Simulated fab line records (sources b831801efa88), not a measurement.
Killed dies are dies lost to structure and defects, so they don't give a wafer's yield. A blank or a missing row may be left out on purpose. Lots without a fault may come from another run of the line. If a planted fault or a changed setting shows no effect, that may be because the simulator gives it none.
Matching of chambers	flow gf180mcu	4 sister chambers for GF_V3_ETCH_16 on rieDiel-04
The step etches BARC in N2/H2. 8 wafers are shown with their chamber, then 11 later ones without.

== WAFERS WITH THEIR CHAMBER ==
wafer	chamber	h2FlowSccm (sccm)	throttleValvePct (%)
L083.1	0	198.9	13.238
L083.2	1	200.7	13.222
L085.4	0	199.2	13.226
L085.6	2	200.1	13.226
L087.3	3	199.4	13.227
L087.4	2	200.4	13.212
L087.6	3	200.3	13.241
L091.2	1	199.9	13.218

== WAFERS WITHOUT THEIR CHAMBER ==
wafer	h2FlowSccm (sccm)	throttleValvePct (%)
L091.5	200.1	13.214
L091.6	200.8	13.215
L092.2	199.9	13.231
L092.5	199.8	13.218
L092.6	199.8	13.206
L095.1	200.6	13.225
L095.2	200.4	13.231
L095.4	200.2	13.244
L097.1	201.0	13.224
L097.2	200.0	13.219
L097.5	198.7	13.213

== WHICH CHAMBER EACH ONE RAN IN ==
wafer	from the rows above	in truth
L091.5	can't be placed: 2 or 1 or 3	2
L091.6	can't be placed: 1 or 2 or 3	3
L092.2	can't be placed: 3 or 1 or 2 or 0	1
L092.5	can't be placed: 2 or 1 or 3 or 0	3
L092.6	can't be placed: 2 or 1 or 3 or 0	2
L095.1	can't be placed: 1 or 2 or 3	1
L095.2	can't be placed: 3 or 1 or 2 or 0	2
L095.4	can't be placed: 3 or 1 or 0 or 2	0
L097.1	can't be placed: 1 or 2 or 3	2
L097.2	can't be placed: 2 or 1 or 3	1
L097.5	can't be placed: 0 or 2 or 3 or 1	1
Correctly placed: 0 of 11. Unplaceable from these rows: 11, with the true chamber sitting among the candidates in 11. Wrongly placed: 0.
How it was worked out, from the rows above alone: a wafer's distance from a chamber is the root of the sum, over the readings, of the square of ((its reading less the chamber's mean) divided by the reading's scatter). The wafer belongs to the nearest chamber; if the next one is less than 2 further off, it can't be placed. Each chamber's mean is taken over the wafers shown for it. The scatter is the square root of a quotient: the sum, over the shown wafers, of each reading's squared deviation from its chamber's mean, divided by wafers minus chambers.
